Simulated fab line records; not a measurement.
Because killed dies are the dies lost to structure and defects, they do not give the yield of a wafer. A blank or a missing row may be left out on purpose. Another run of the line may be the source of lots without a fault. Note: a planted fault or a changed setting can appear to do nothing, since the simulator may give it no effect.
Which tool is to blame? | flow gf180mcu | Sampling: 12 lots, 34 wafers, 6 of 602 route steps

== WHAT EACH GAUGE READ, for each wafer ==
GF_M3_RS_MEAS_05: measures by four-point-probe. Usual: M3_ALCU_RS gives 0.0697 ohm/sq (standard deviation 0.00068).
lot  | measured     | on            | M3_ALCU_RS (ohm/sq)  | flag
L625 | day 20 03:33 | film-metro-03 | 0.0696 0.0705 0.0702 |
L628 | day 21 03:27 | film-metro-01 | 0.0700 0.0693 0.0697 |
L629 | day 21 14:34 | film-metro-04 | 0.0697 0.0696 0.0698 |
L630 | day 21 20:40 | film-metro-01 | 0.0692 0.0694 0.0698 |
L632 | day 22 17:45 | film-metro-03 | 0.0697 0.0697 0.0703 |
L633 | day 23 03:06 | film-metro-03 | 0.0688 0.0681        |
L635 | day 23 16:44 | film-metro-04 | 0.0688 0.0689        |
L644 | day 26 13:23 | film-metro-03 | 0.0697 0.0703 0.0701 |
L643 | day 26 15:16 | film-metro-01 | 0.0699 0.0701 0.0700 |
L645 | day 26 20:23 | film-metro-01 | 0.0694 0.0694 0.0693 |
L646 | day 27 05:22 | film-metro-01 | 0.0694 0.0694 0.0695 |
L647 | day 27 07:55 | film-metro-04 | 0.0691 0.0697 0.0701 |

GF_V3_BOW_MEAS_05. Usual: V3_BOW gives 116 um (standard deviation 8.2).
lot  | measured     | on            | V3_BOW (um) | flag
L625 | day 21 05:43 | film-metro-01 | 116 108 111 |
L628 | day 22 04:43 | film-metro-03 | 112 117 115 |
L629 | day 22 14:10 | film-metro-03 | 123 118 103 |
L630 | day 22 21:22 | film-metro-03 | 117 109 117 |
L632 | day 23 17:05 | film-metro-02 | 118 114 111 |
L633 | day 24 02:37 | film-metro-02 | 113 124     |
L635 | day 24 16:10 | film-metro-03 | 126 124     |
L644 | day 27 11:19 | film-metro-03 | 116 104 120 |
L643 | day 27 13:02 | film-metro-01 | 118 112 121 |
L645 | day 27 17:41 | film-metro-03 | 108 113 114 |
L646 | day 28 02:37 | film-metro-01 | 125 117 113 |
L647 | day 28 05:38 | film-metro-02 | 108 131 131 |

GF_V3_RS_MEAS_24: measures by four-point-probe. Usual: V3_W_RS gives 0.325 ohm/sq (standard deviation 0.0041).
lot  | measured     | on            | V3_W_RS (ohm/sq)  | flag
L625 | day 22 07:02 | film-metro-02 | 0.321 0.320 0.321 |
L628 | day 23 03:53 | film-metro-01 | 0.326 0.325 0.330 |
L629 | day 23 13:47 | film-metro-01 | 0.326 0.321 0.328 |
L630 | day 23 20:53 | film-metro-03 | 0.323 0.319 0.321 |
L632 | day 24 16:17 | film-metro-01 | 0.329 0.324 0.327 |
L633 | day 25 01:23 | film-metro-03 | 0.324 0.308       |
L635 | day 25 13:38 | film-metro-01 | 0.324 0.312       |
L644 | day 28 08:33 | film-metro-03 | 0.331 0.330 0.322 |
L643 | day 28 10:04 | film-metro-03 | 0.327 0.327 0.319 |
L645 | day 28 15:14 | film-metro-01 | 0.327 0.320 0.329 |
L646 | day 28 23:29 | film-metro-03 | 0.322 0.326 0.327 |
L647 | day 29 02:07 | film-metro-03 | 0.326 0.324 0.334 |

GF_V3_THK_MEAS_25: measures by xrf. Usual: V3_W_THK gives 349 nm (standard deviation 6.6).
lot  | measured     | on            | V3_W_THK (nm) | flag
L625 | day 22 07:10 | film-metro-02 | 345 347 344   |
L628 | day 23 03:59 | film-metro-01 | 347 347 343   |
L629 | day 23 13:53 | film-metro-01 | 347 351 345   |
L630 | day 23 21:01 | film-metro-03 | 356 358 359   |
L632 | day 24 16:24 | film-metro-01 | 349 354 348   |
L633 | day 25 01:29 | film-metro-03 | 356 376       |
L635 | day 25 13:46 | film-metro-01 | 353 363       |
L644 | day 28 08:40 | film-metro-03 | 345 349 355   |
L643 | day 28 10:11 | film-metro-03 | 349 348 358   |
L645 | day 28 15:20 | film-metro-01 | 346 355 346   |
L646 | day 28 23:36 | film-metro-03 | 355 353 348   |
L647 | day 29 02:14 | film-metro-03 | 354 358 345   |

== EACH LOT AND THE TOOL THAT RAN IT (in order: tool; ch and the chambers of the sampled wafers; start) ==
lot  | GF_V2_SPUTTER_22             | GF_V3_CVD_23
L625 | pvd-sputter-01, day 20 02:40 | cvd-w-02 ch 1, day 22 06:49
L628 | pvd-sputter-01, day 21 02:34 | cvd-w-01 ch 0,1, day 23 03:46
L629 | pvd-sputter-03, day 21 13:42 | cvd-w-01 ch 0,1, day 23 13:39
L630 | pvd-sputter-01, day 21 19:49 | cvd-w-01 ch 1, day 23 20:47
L632 | pvd-sputter-04, day 22 16:46 | cvd-w-02 ch 0,1, day 24 16:10
L633 | pvd-sputter-04, day 23 02:12 | cvd-w-02 ch 0, day 25 01:16
L635 | pvd-sputter-03, day 23 15:53 | cvd-w-02 ch 0, day 25 13:32
L644 | pvd-sputter-04, day 26 12:30 | cvd-w-02 ch 0,1, day 28 08:26
L643 | pvd-sputter-01, day 26 14:24 | cvd-w-02 ch 0,1, day 28 09:56
L645 | pvd-sputter-01, day 26 19:26 | cvd-w-02 ch 0,1, day 28 15:07
L646 | pvd-sputter-03, day 27 04:29 | cvd-w-02 ch 0,1, day 28 23:22
L647 | pvd-sputter-01, day 27 07:04 | cvd-w-02 ch 0,1, day 29 01:59
- GF_V2_SPUTTER_22: material TiN, target thk 10 nm, time 40 s.
- GF_V3_CVD_23: deposits W, target thk 350 nm, time 104.9 s.

== WHAT THE TOOLS THEMSELVES READ (means of the sampled wafers that have a number; where no wafer has one, the mark that the record gives instead) ==
GF_V2_SPUTTER_22. Usual: throttle-valve-pct reads 30.3 % (standard deviation 0.85).
lot  | tool           | throttle-valve-pct (%) | flag
L625 | pvd-sputter-01 | 30.3                   |
L628 | pvd-sputter-01 | 30.1                   |
L629 | pvd-sputter-03 | 29.0                   |
L630 | pvd-sputter-01 | 30.4                   |
L632 | pvd-sputter-04 | 31.0                   |
L633 | pvd-sputter-04 | 30.9                   |
L635 | pvd-sputter-03 | 30.9                   |
L644 | pvd-sputter-04 | 30.4                   |
L643 | pvd-sputter-01 | 30.4                   |
L645 | pvd-sputter-01 | 30.3                   |
L646 | pvd-sputter-03 | 30.4                   |
L647 | pvd-sputter-01 | 30.2                   |

GF_V3_CVD_23. Usual: heater-power-w reads 919 W (standard deviation 71).
lot  | tool     | heater-power-w (W) | flag
L625 | cvd-w-02 | 1005               |
L628 | cvd-w-01 | 887                |
L629 | cvd-w-01 | 894                |
L630 | cvd-w-01 | 964                |
L632 | cvd-w-02 | 886                |
L633 | cvd-w-02 | 839                |
L635 | cvd-w-02 | 831                |
L644 | cvd-w-02 | 901                |
L643 | cvd-w-02 | 946                |
L645 | cvd-w-02 | 894                |
L646 | cvd-w-02 | 935                |
L647 | cvd-w-02 | 932                |

== THE ANSWER, worked out from the rows above alone ==
Rule: lot off if the mean of its wafers having a number is beyond 3 standard deviations from the usual mean. A lot without any number at a reading at which 4 lots or more have one is off too. The other lots that the step has rows for count as sound. After the gauges, taken in route order, come the tools' own readings; for these a lot's mean is taken, as printed above. The first step at which some lot is off is used, and at that step the reading that is off furthest; a lot without a number counts as furthest.
None of the lots is off at any reading shown; this tells nothing.

== WHAT THE SIMULATOR HAD INSERTED ==
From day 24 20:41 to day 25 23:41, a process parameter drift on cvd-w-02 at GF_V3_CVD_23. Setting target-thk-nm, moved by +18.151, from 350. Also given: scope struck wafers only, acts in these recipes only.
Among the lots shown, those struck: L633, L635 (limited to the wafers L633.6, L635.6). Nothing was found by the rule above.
